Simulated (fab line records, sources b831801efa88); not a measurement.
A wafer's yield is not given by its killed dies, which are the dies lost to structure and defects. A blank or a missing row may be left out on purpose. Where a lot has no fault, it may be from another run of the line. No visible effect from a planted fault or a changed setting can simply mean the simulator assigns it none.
fab line records    flow sky130
record lots=13  wafers=39  last_day=50
route steps=708 shown LDD_N@244 POLY_CUT@317 SD_P@324 RES_XHIGH@341 LI_CONTACT@375
lots with no fault: from the same line, run without faults
start_h: hours from the record's opening day to when the first of the lot's shown wafers began    wait_h: hours since the lot's step before    " unchanged from the row above    L1.1+2: several wafers, shown together as one row    - either no value or no given start    * or withheld: withheld    < > ~ a bound
route shown NAME@n: NAME is a module with steps in the file, n the number in the route of the first one    usual: mean/standard deviation taken from wafers without a fault    same: alike in all rows    chamber/n: place in a boat    sites: readings site by site    _std_site: standard deviation across them    _edge_site: the outer-site mean with the inner-site mean subtracted    radius_mm: for every site, how far away it sits from the centre of the wafer    mask NAME#n: copy n    behind: the most recent tool/chamber to have shaped the wafer    hold: why the lot went on hold/how many hours it stayed there/how the hold came to an end    device: names the non-switching transistor (n, p or np)    end of line: the route-end tests of the same wafers    a step without rows: its recipe alone    killed: not the wafer's yield, but the dies lost to structure and defects at the first sort    map: the dies of a wafer, with x for killed, . for not killed, _ for no die there
set.NAME: setting as actually run; set.NAME@STEP: the setting as run at that earlier step    model.NAME: the simulator's own value behind a step, which no gauge read
one table for each step of the route and one row for each wafer, over a sample of lots
services: when a tool's chamber went out of use (start_h, in hours from the record's first day, below 0 if earlier), for how many hours, and the reason
## steps
# step SKY_LDD_N_OVL_MEAS_07
# usual LDD_N_OVL=0.5/1.3
lot.wafer  tool        chamber  start_h  wait_h  LDD_N_OVL[nm]
L460.3     overlay-01  -        403.85   0.1     1.5
L460.5     "           -        "        "       3.3
L460.6     "           -        "        "       2.5
L461.1     overlay-01  -        414.84   0.1     -1.5
L461.2     "           -        "        "       -0.9
L461.5     "           -        "        "       -0.8
L462.2     overlay-02  -        419.93   0.1     2.5
L462.3     "           -        "        "       -0.8
L462.6     "           -        "        "       0.8
L463.3     overlay-02  -        435.85   0.1     -0.8
L463.5     "           -        "        "       -0.6
L463.6     "           -        "        "       -1.1
L464.2     overlay-01  -        440.40   0.1     -1.1
L464.3     "           -        "        "       -0.8
L464.4     "           -        "        "       -0.2
L465.2     overlay-02  -        452.50   0.1     0.0
L465.4     "           -        "        "       2.3
L465.6     "           -        "        "       1.5
L468.2     overlay-01  -        494.89   0.1     -1.8
L468.3     "           -        "        "       0.4
L468.4     "           -        "        "       -0.7
L469.2     overlay-01  -        500.58   0.1     1.1
L469.5     "           -        "        "       -1.5
L469.6     "           -        "        "       0.9
L470.3     overlay-01  -        501.45   0.1     -0.5
L470.4     "           -        "        "       -1.7
L470.5     "           -        "        "       -1.5
L477.1     overlay-02  -        565.89   0.1     -0.9
L477.3     "           -        "        "       -0.9
L477.5     "           -        "        "       0.6
L478.3     overlay-02  -        570.25   0.1     2.4
L478.4     "           -        "        "       1.2
L478.5     "           -        "        "       1.6
L480.2     overlay-02  -        601.63   0.1     2.8
L480.3     "           -        "        "       2.8
L480.5     "           -        "        "       1.2
L482.1     overlay-01  -        616.79   0.1     0.5
L482.2     "           -        "        "       -0.1
L482.5     "           -        "        "       1.3
# step SKY_POLY_CUT_ETCH_10
# recipe chemistry=N2/H2  target=BARC  ion_energy_ev=200  source_w=500  bias_w=100  pressure_mtorr=30  n2_flow_sccm=100  h2_flow_sccm=200  stop_on=SiO2  time_s=45.9  target_depth_a=600
# usual drypump_motor_current_A=5.7/0.48  oes_product_au=0.854/0.0055  throttle_valve_pct=13.225/0.0087
lot.wafer  tool         chamber  start_h  wait_h  drypump_motor_current_A  oes_product_au  rf_hours_counter_h  throttle_valve_pct
L460.3     rie_diel-01  2        560.95   0.0     5.8                      0.859           9                   13.238
L460.5     "            0        "        "       5.6                      0.850           -                   13.221
L460.6     "            3        "        "       6.7                      0.855           -                   13.220
L461.1     rie_diel-04  1        571.13   0.0     5.4                      0.858           2                   13.231
L461.2     "            0        "        "       5.5                      0.844           9                   13.219
L461.5     "            2        "        "       5.5                      0.856           -                   13.220
L462.2     rie_diel-03  3        575.00   0.0     5.9                      0.851           7                   13.228
L462.3     "            2        "        "       5.6                      0.852           16                  13.227
L462.6     "            0        "        "       5.1                      0.853           -                   13.210
L463.3     rie_diel-03  1        591.73   0.0     5.4                      0.859           17                  13.219
L463.5     "            0        "        "       5.1                      0.845           -                   13.202
L463.6     "            1        "        "       5.4                      0.866           -                   13.210
L464.2     rie_diel-03  3        594.53   0.0     5.9                      0.849           8                   13.233
L464.3     "            2        "        "       5.6                      0.848           17                  13.221
L464.4     "            0        "        "       5.1                      0.852           9                   13.235
L465.2     rie_diel-01  3        606.48   0.0     6.6                      0.855           1                   13.220
L465.4     "            2        "        "       5.8                      0.863           -                   13.221
L465.6     "            3        "        "       6.6                      0.859           -                   13.219
L468.2     rie_diel-04  2        647.48   0.0     5.4                      0.857           0                   13.212
L468.3     "            1        "        "       5.4                      0.856           3                   13.226
L468.4     "            2        "        "       5.4                      0.859           -                   13.235
L469.2     rie_diel-03  3        653.18   0.0     5.8                      0.850           9                   13.229
L469.5     "            3        "        "       5.9                      0.857           -                   13.240
L469.6     "            2        "        "       5.6                      0.854           -                   13.224
L470.3     rie_diel-04  0        654.13   0.0     5.5                      0.855           10                  13.217
L470.4     "            0        "        "       5.4                      0.854           -                   13.235
L470.5     "            1        "        "       5.4                      0.857           -                   13.213
L477.1     rie_diel-04  1        712.18   0.0     5.4                      0.861           5                   13.215
L477.3     "            2        "        "       5.4                      0.859           2                   13.230
L477.5     "            3        "        "       5.3                      0.860           -                   13.221
L478.3     rie_diel-04  2        716.78   0.0     5.4                      0.859           2                   13.225
L478.4     "            3        "        "       5.3                      0.848           1                   13.232
L478.5     "            0        "        "       5.4                      0.855           -                   13.228
L480.2     rie_diel-01  1        746.33   0.0     6.6                      0.851           12                  13.217
L480.3     "            3        "        "       6.6                      0.850           4                   13.230
L480.5     "            3        "        "       6.6                      0.855           -                   13.225
L482.1     rie_diel-01  3        762.64   0.0     6.6                      0.854           5                   13.234
L482.2     "            1        "        "       6.5                      0.857           13                  13.221
L482.5     "            1        "        "       6.5                      0.860           -                   13.233
# step SKY_SD_P_EXPOSE_04
# recipe mask_id=PSDM  na=0.6  source_shape=conventional  sigma_outer=0.6  polarization=unpolarized  target_cd_nm=380  dose_mj=138
# usual reticle_temp_C=23.01/0.1
lot.wafer  tool              chamber  start_h  wait_h  mask    reticle_temp_C
L460.3     iline_stepper-02  0        575.48   -       PSDM#0  22.86
L460.5     "                 0        "        "       PSDM#0  23.04
L460.6     "                 0        "        "       PSDM#0  23.01
L461.1     iline_stepper-01  0        585.99   -       PSDM#0  23.02
L461.2     "                 0        "        "       PSDM#0  22.87
L461.5     "                 0        "        "       PSDM#0  23.00
L462.2     iline_stepper-02  0        589.56   -       PSDM#0  23.05
L462.3     "                 0        "        "       PSDM#0  23.14
L462.6     "                 0        "        "       PSDM#0  22.94
L463.3     iline_stepper-02  0        606.60   -       PSDM#0  23.06
L463.5     "                 0        "        "       PSDM#0  23.06
L463.6     "                 0        "        "       PSDM#0  23.08
L464.2     iline_stepper-01  0        609.27   -       PSDM#0  23.06
L464.3     "                 0        "        "       PSDM#0  23.08
L464.4     "                 0        "        "       PSDM#0  23.06
L465.2     iline_stepper-02  0        621.18   -       PSDM#0  23.07
L465.4     "                 0        "        "       PSDM#0  23.02
L465.6     "                 0        "        "       PSDM#0  23.16
L468.2     iline_stepper-01  0        662.18   -       PSDM#0  22.95
L468.3     "                 0        "        "       PSDM#0  22.76
L468.4     "                 0        "        "       PSDM#0  22.98
L469.2     iline_stepper-02  0        667.28   -       PSDM#0  22.82
L469.5     "                 0        "        "       PSDM#0  22.76
L469.6     "                 0        "        "       PSDM#0  22.82
L470.3     iline_stepper-01  0        668.70   -       URPM#0  22.94
L470.4     "                 0        "        "       URPM#0  23.05
L470.5     "                 0        "        "       URPM#0  23.04
L477.1     iline_stepper-01  0        725.15   -       PSDM#0  23.06
L477.3     "                 0        "        "       PSDM#0  23.05
L477.5     "                 0        "        "       PSDM#0  23.10
L478.3     iline_stepper-02  0        729.43   -       PSDM#0  22.88
L478.4     "                 0        "        "       PSDM#0  23.01
L478.5     "                 0        "        "       PSDM#0  22.84
L480.2     iline_stepper-01  0        760.57   -       PSDM#0  23.08
L480.3     "                 0        "        "       PSDM#0  22.96
L480.5     "                 0        "        "       PSDM#0  23.18
L482.1     iline_stepper-01  0        776.12   -       PSDM#0  23.09
L482.2     "                 0        "        "       PSDM#0  23.21
L482.5     "                 0        "        "       PSDM#0  23.19
# step SKY_SD_P_CD_MEAS_07
# recipe target_cd_nm=380
# usual cd_nm=380.3/2.3
lot.wafer  tool       chamber  start_h  wait_h  cd_nm
L460.3     cd_sem-02  -        590.63   0.1     381.7
L460.5     "          -        "        "       379.7
L460.6     "          -        "        "       379.3
L461.1     cd_sem-01  -        600.83   0.1     380.4
L461.2     "          -        "        "       380.1
L461.5     "          -        "        "       382.7
L462.2     cd_sem-02  -        604.35   0.1     380.2
L462.3     "          -        "        "       383.1
L462.6     "          -        "        "       382.9
L463.3     cd_sem-02  -        621.03   0.1     375.1
L463.5     "          -        "        "       376.6
L463.6     "          -        "        "       376.2
L464.2     cd_sem-01  -        623.85   0.1     378.0
L464.3     "          -        "        "       380.9
L464.4     "          -        "        "       380.4
L465.2     cd_sem-01  -        635.26   0.1     378.1
L465.4     "          -        "        "       379.0
L465.6     "          -        "        "       378.4
L468.2     cd_sem-02  -        675.91   0.1     384.2
L468.3     "          -        "        "       383.6
L468.4     "          -        "        "       383.4
L469.2     cd_sem-01  -        680.86   0.1     378.0
L469.5     "          -        "        "       376.9
L469.6     "          -        "        "       379.1
L470.3     cd_sem-01  -        682.48   0.1     -
L470.4     "          -        "        "       -
L470.5     "          -        "        "       -
L477.1     cd_sem-01  -        738.38   0.1     381.8
L477.3     "          -        "        "       379.9
L477.5     "          -        "        "       380.9
L478.3     cd_sem-02  -        742.83   0.1     376.6
L478.4     "          -        "        "       375.6
L478.5     "          -        "        "       378.1
L480.2     cd_sem-01  -        773.71   0.1     377.4
L480.3     "          -        "        "       379.1
L480.5     "          -        "        "       377.8
L482.1     cd_sem-01  -        789.58   0.1     379.4
L482.2     "          -        "        "       380.8
L482.5     "          -        "        "       380.1
# step SKY_SD_P_TW_MEAS_11
# usual SD_P_TW=2792/38
lot.wafer  tool           chamber  start_h  wait_h  SD_P_TW
L460.3     film_metro-01  -        591.01   0.1     2730
L460.5     "              -        "        "       2745
L460.6     "              -        "        "       2745
L461.1     film_metro-01  -        601.23   0.1     2744
L461.2     "              -        "        "       2747
L461.5     "              -        "        "       2759
L462.2     film_metro-01  -        604.74   0.1     2760
L462.3     "              -        "        "       2752
L462.6     "              -        "        "       2743
L463.3     film_metro-01  -        621.42   0.1     2757
L463.5     "              -        "        "       2741
L463.6     "              -        "        "       2740
L464.2     film_metro-04  -        624.24   0.1     2798
L464.3     "              -        "        "       2790
L464.4     "              -        "        "       2792
L465.2     film_metro-02  -        635.66   0.1     2812
L465.4     "              -        "        "       2826
L465.6     "              -        "        "       2830
L468.2     film_metro-02  -        676.30   0.1     2844
L468.3     "              -        "        "       2843
L468.4     "              -        "        "       2848
L469.2     film_metro-04  -        681.25   0.1     2781
L469.5     "              -        "        "       2792
L469.6     "              -        "        "       2784
L470.3     film_metro-02  -        682.87   0.1     30
L470.4     "              -        "        "       30
L470.5     "              -        "        "       30
L477.1     film_metro-02  -        738.78   0.1     2862
L477.3     "              -        "        "       2828
L477.5     "              -        "        "       2835
L478.3     film_metro-04  -        743.22   0.1     2819
L478.4     "              -        "        "       2829
L478.5     "              -        "        "       2809
L480.2     film_metro-04  -        774.11   0.1     2805
L480.3     "              -        "        "       2805
L480.5     "              -        "        "       2804
L482.1     film_metro-04  -        789.99   0.1     2822
L482.2     "              -        "        "       2812
L482.5     "              -        "        "       2816
# step SKY_RES_XHIGH_TW_MEAS_09
# usual RES_XHIGH_TW=1620/22
lot.wafer  tool           chamber  start_h  wait_h  RES_XHIGH_TW
L460.3     film_metro-01  -        619.99   0.1     1581
L460.5     "              -        "        "       1597
L460.6     "              -        "        "       1589
L461.1     film_metro-02  -        630.04   0.1     1633
L461.2     "              -        "        "       1636
L461.5     "              -        "        "       1637
L462.2     film_metro-02  -        633.80   0.1     1639
L462.3     "              -        "        "       1636
L462.6     "              -        "        "       1630
L463.3     film_metro-04  -        650.31   0.1     1618
L463.5     "              -        "        "       1619
L463.6     "              -        "        "       1620
L464.2     film_metro-02  -        653.45   0.1     1624
L464.3     "              -        "        "       1627
L464.4     "              -        "        "       1630
L465.2     film_metro-02  -        664.44   0.1     1627
L465.4     "              -        "        "       1626
L465.6     "              -        "        "       1625
L468.2     film_metro-01  -        704.24   0.1     1590
L468.3     "              -        "        "       1594
L468.4     "              -        "        "       1588
L469.2     film_metro-02  -        709.40   0.1     1637
L469.5     "              -        "        "       1633
L469.6     "              -        "        "       1653
L470.3     film_metro-04  -        710.25   0.1     2865
L470.4     "              -        "        "       2853
L470.5     "              -        "        "       2849
L477.1     film_metro-04  -        765.62   0.1     1609
L477.3     "              -        "        "       1611
L477.5     "              -        "        "       1613
L478.3     film_metro-02  -        770.35   0.1     1647
L478.4     "              -        "        "       1650
L478.5     "              -        "        "       1651
L480.2     film_metro-01  -        799.85   0.1     1587
L480.3     "              -        "        "       1581
L480.5     "              -        "        "       1581
L482.1     film_metro-02  -        816.58   0.1     1638
L482.2     "              -        "        "       1634
L482.5     "              -        "        "       1635
# step SKY_LI_CONTACT_OVL_MEAS_13
# usual LI_CONTACT_OVL=3/6
lot.wafer  tool        chamber  start_h  wait_h  LI_CONTACT_OVL[nm]
L460.3     overlay-01  -        677.61   0.1     6
L460.5     "           -        "        "       8
L460.6     "           -        "        "       6
L461.1     overlay-02  -        687.89   0.1     11
L461.2     "           -        "        "       0
L461.5     "           -        "        "       6
L462.2     overlay-02  -        692.15   0.1     7
L462.3     "           -        "        "       8
L462.6     "           -        "        "       11
L463.3     overlay-01  -        708.12   0.1     3
L463.5     "           -        "        "       6
L463.6     "           -        "        "       -2
L464.2     overlay-02  -        710.02   0.1     -2
L464.3     "           -        "        "       -5
L464.4     "           -        "        "       -4
L465.2     overlay-01  -        721.60   0.1     -10
L465.4     "           -        "        "       -10
L465.6     "           -        "        "       -11
L468.2     overlay-02  -        760.17   0.1     -5
L468.3     "           -        "        "       -4
L468.4     "           -        "        "       -3
L469.2     overlay-01  -        764.56   0.1     1
L469.5     "           -        "        "       -2
L469.6     "           -        "        "       4
L470.3     overlay-02  -        766.15   0.1     -7
L470.4     "           -        "        "       -3
L470.5     "           -        "        "       -3
L477.1     overlay-02  -        820.25   0.1     -3
L477.3     "           -        "        "       7
L477.5     "           -        "        "       2
L478.3     overlay-02  -        825.00   0.1     9
L478.4     "           -        "        "       12
L478.5     "           -        "        "       2
L480.2     overlay-02  -        853.37   0.1     -5
L480.3     "           -        "        "       -3
L480.5     "           -        "        "       0
L482.1     overlay-01  -        871.16   0.1     0
L482.2     "           -        "        "       -3
L482.5     "           -        "        "       7
## services
tool              chamber  start_h  hours  kind
rie_diel-03       0        554.90   5.5    repair
rie_diel-01       1        568.66   15.7   repair
rie_diel-01       0        584.38   -      clean
rie_diel-04       2        598.03   -      clean
rie_diel-04       2        598.03   15.9   scheduled_down
rie_diel-04       2        598.03   15.9   vent_cycle
rie_diel-01       -        602.62   2.8    pm
rie_diel-03       3        617.52   7.1    repair
rie_diel-04       3        636.51   15.5   repair
rie_diel-01       -        650.84   15.6   pm
rie_diel-04       3        652.06   -      clean
rie_diel-04       3        652.06   13.7   scheduled_down
rie_diel-04       3        652.06   13.7   vent_cycle
iline_stepper-02  -        652.85   1.7    pm
rie_diel-04       2        668.38   1.2    repair
rie_diel-01       2        673.50   6.6    repair
rie_diel-04       0        673.86   2.6    repair
iline_stepper-02  -        715.87   2.1    pm
iline_stepper-02  -        717.95   -      consumable_replace:lamp
rie_diel-04       0        725.30   13.0   repair
iline_stepper-01  -        731.86   1.7    pm
rie_diel-01       1        738.36   3.1    repair
rie_diel-01       2        740.48   17.9   repair
rie_diel-01       0        758.35   34.6   repair
## key
first_sign step=SKY_SD_P_EXPOSE_04  reading=mask  direction=changed
effect step=SKY_SD_P_CD_MEAS_07  reading=cd_nm  direction=missing
effect step=SKY_SD_P_TW_MEAS_11  reading=SD_P_TW  direction=down  sigmas=73  usual=2792  struck=30
effect step=SKY_RES_XHIGH_TW_MEAS_09  reading=RES_XHIGH_TW  direction=up  sigmas=57  usual=1620  struck=2856
met_at SKY_SD_P_EXPOSE_04
struck_lots L470
sort_left_out L470.3,L470.4,L470.5
tester_left_out L470
not_acting_at SKY_LDD_N_OVL_MEAS_07,SKY_POLY_CUT_ETCH_10,SKY_LI_CONTACT_OVL_MEAS_13
onset_between 662.18 668.70
fault kind=wrong_mask  tool=any  chamber=-  onset_h=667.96  steps=SKY_SD_P_EXPOSE_04  aux_copy=URPM#0  scope=struck_lots_only
# tester_left_out: of these lots the tester's yield and bins aren't shown, on N5 and GAA mostly nor the transistor test; their killed dies are dies lost to structure and defects alone, not to doping, threshold or leakage, so they don't give the yield
# sort_left_out: the simulated sort isn't trusted on such a fault, so these wafers' sort isn't shown, and their yield isn't known
